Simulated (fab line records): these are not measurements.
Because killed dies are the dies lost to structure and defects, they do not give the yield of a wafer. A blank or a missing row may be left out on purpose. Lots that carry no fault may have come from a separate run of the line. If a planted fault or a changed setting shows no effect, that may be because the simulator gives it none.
The tool behind it: which one? | flow gf180mcu | 6 lots, 18 wafers sampled, at 3 steps of a route of 602

WHAT EACH GAUGE READ, for each wafer
GF_HV_LDD_TW_MEAS_50.
lot  | measured     | on            | HV_LDD_4_TW
L693 | day 12 18:07 | film_metro-03 | 556 558 560
L696 | day 13 22:50 | film_metro-02 | 585 581 585
L702 | day 15 18:15 | film_metro-04 | 951 951 949 954 944 946
L710 | day 18 07:12 | film_metro-04 | 579 576 576
L712 | day 19 06:46 | film_metro-04 | 576 576 572
L715 | day 20 03:20 | film_metro-04 | 582 581 580

WHICH TOOL RAN EACH LOT (tool, then ch and the chambers of the sampled wafers, then the start)
lot  | GF_DNWELL_STRIP_08                  | GF_HV_LDD_IMPLANT_48
L693 | plasma_asher-01 ch 0,1, day 3 02:35 | implanter-03 ch 0, day 12 17:54
L696 | plasma_asher-01 ch 0,1, day 3 18:56 | implanter-03 ch 0, day 13 22:35
L702 | plasma_asher-02 ch 0,1, day 5 00:11 | implanter-03 ch 0, day 15 18:00
L710 | plasma_asher-03 ch 0, day 6 17:14   | implanter-02 ch 0, day 18 06:58
L712 | plasma_asher-02 ch 0,1, day 7 04:47 | implanter-03 ch 0, day 19 06:32
L715 | plasma_asher-02 ch 0,1, day 7 22:44 | implanter-04 ch 0, day 20 03:06
- GF_DNWELL_STRIP_08: strips in O2/N2.
- GF_HV_LDD_IMPLANT_48

THE ANSWER, worked out from the rows above alone
Rule: usual is defined by the lots themselves. The widest of any qualifying gaps counts: lots, ordered by their means at a reading, are off when they make up no more than a third of the lots, leave a main group of 4 or more, and stand apart from it by 3 or more times the standard deviation of that group's means. A main group is skipped when, at the precision printed for the reading in the tables above, its means are all equal. A lot without any number at a reading at which 4 lots or more have one is off too. The other lots that the step has rows for count as sound.
Off: L702, at GF_HV_LDD_TW_MEAS_50 (HV_LDD_4_TW). Main group: mean 575, sd 9.
A tool fits if, at a process step before that reading, it ran every lot that is off, and no sound lot after the first of them. Gauges at GF_HV_LDD_TW_MEAS_50: tried the same way as those tools. None of those tried fits.

WHAT WAS PUT IN BY THE SIMULATOR
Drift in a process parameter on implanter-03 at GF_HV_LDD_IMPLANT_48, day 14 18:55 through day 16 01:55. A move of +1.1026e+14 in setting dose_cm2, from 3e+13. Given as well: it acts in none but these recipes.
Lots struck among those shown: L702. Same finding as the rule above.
